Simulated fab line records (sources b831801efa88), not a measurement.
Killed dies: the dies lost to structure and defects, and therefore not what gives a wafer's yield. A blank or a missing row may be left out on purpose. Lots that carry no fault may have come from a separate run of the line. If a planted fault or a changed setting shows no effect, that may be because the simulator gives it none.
Which tool is to blame? | flow sky130 | at 1 step of a route of 708, 12 lots with 36 wafers sampled

WHAT THE GAUGES READ, wafer by wafer
SKY_VIA2_CD_MEAS_12: target cd 200 nm.
lot  | measured     | on        | cd nm (nm)
L074 | day 36 06:38 | cd sem-01 | 201.6 200.7 201.2
L077 | day 36 20:09 | cd sem-01 | 200.3 201.7 200.7
L079 | day 37 13:38 | cd sem-01 | 199.0 199.7 199.1
L081 | day 38 18:28 | cd sem-02 | 198.5 197.9 197.0
L083 | day 38 23:41 | cd sem-02 | 200.5 201.3 199.5
L085 | day 39 12:04 | cd sem-01 | 197.1 197.5 197.9
L086 | day 40 15:53 | cd sem-02 | 201.1 199.5 201.0
L089 | day 41 04:20 | cd sem-01 | 201.2 201.7 200.4
L090 | day 41 09:00 | cd sem-01 | 200.0 200.1 200.1
L093 | day 41 14:19 | cd sem-01 | 196.3 198.2 197.7
L095 | day 42 04:25 | cd sem-01 | 199.0 200.0 200.8
L097 | day 42 19:50 | cd sem-02 | 200.2 198.8 199.9

EACH LOT AND THE TOOL THAT RAN IT (in order: tool; ch and the chambers of the sampled wafers; start)
Before these readings, the record contains no process step.

THE ANSWER, worked out from the rows above alone
Rule: what is usual is taken from the lots themselves. The widest of any qualifying gaps counts: lots, ordered by their means at a reading, are off when they make up no more than a third of the lots, leave a main group of 4 or more, and stand apart from it by 3 or more times the standard deviation of that group's means. Not used: any main group whose means are identical at the precision the tables above print for the reading. Also off: a lot with no number at a reading for which 4 or more lots have one. The other lots that the step has rows for count as sound.
Across all readings shown, no lot is off: no conclusion can be drawn from this.

WHAT THE SIMULATOR HAD PUT IN
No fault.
